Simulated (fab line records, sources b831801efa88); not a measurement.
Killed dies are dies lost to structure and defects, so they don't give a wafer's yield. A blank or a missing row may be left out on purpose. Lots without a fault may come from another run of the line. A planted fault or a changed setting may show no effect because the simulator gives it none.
One fault seen from 2 desks | flow gf180mcu | each desk has only its own numbers; what lay behind them comes last

THE METROLOGY DESK
What the gauges read, lot by lot, whatever tool the lot ran on: means of the sampled wafers that have a number. A lot is out of limits, marked OUT, if its mean lies more than 4 standard deviations from the usual mean; the brackets give that distance.
Columns: A = V5_W_RS at GF_V5_RS_MEAS_24, usual 0.329 ohm/sq
lot  | first seen here | A
L550 | day 28 02:08    | 0.329
L552 | day 28 11:11    | 0.330
L553 | day 28 17:39    | 0.331
L554 | day 28 21:31    | 0.325
L556 | day 29 15:26    | 0.330
L560 | day 30 17:38    | 0.329
L561 | day 30 17:52    | 0.328
L564 | day 31 20:44    | 0.327
L565 | day 31 21:41    | 0.332
L566 | day 32 09:01    | 0.332
L569 | day 33 01:54    | 0.329
L570 | day 33 08:41    | 0.328
L572 | day 33 12:17    | 0.328
This desk's finding: nothing out of limits on any of the 13 lots.

THE TOOL OWNER'S DESK: plasma_asher-01
The tool's own readings at GF_V5_STRIP_18 (strips in O2/N2): means of the sampled wafers that have a number, for each lot that ran on this tool. A lot is out of limits, marked OUT, if its mean lies more than 4 standard deviations from the usual mean; the brackets give that distance.
Columns: A = drypump_motor_current_A at GF_V5_STRIP_18, usual 5.6 A; B = heater_power_w at GF_V5_STRIP_18, usual 318 W; C = oes_product_au at GF_V5_STRIP_18, usual 0.569 a.u.
lot  | first seen here | A   | B   | C
L564 | day 31 19:57    | 5.8 | 318 | 0.567
L565 | day 31 20:56    | 5.7 | 336 | 0.568
This desk's finding: nothing out of limits on any of the 2 lots.

PUT TOGETHER
The metrology desk saw nothing out of limits.
The tool owner's desk saw nothing out of limits.

WHAT THE SIMULATOR HAD PUT IN
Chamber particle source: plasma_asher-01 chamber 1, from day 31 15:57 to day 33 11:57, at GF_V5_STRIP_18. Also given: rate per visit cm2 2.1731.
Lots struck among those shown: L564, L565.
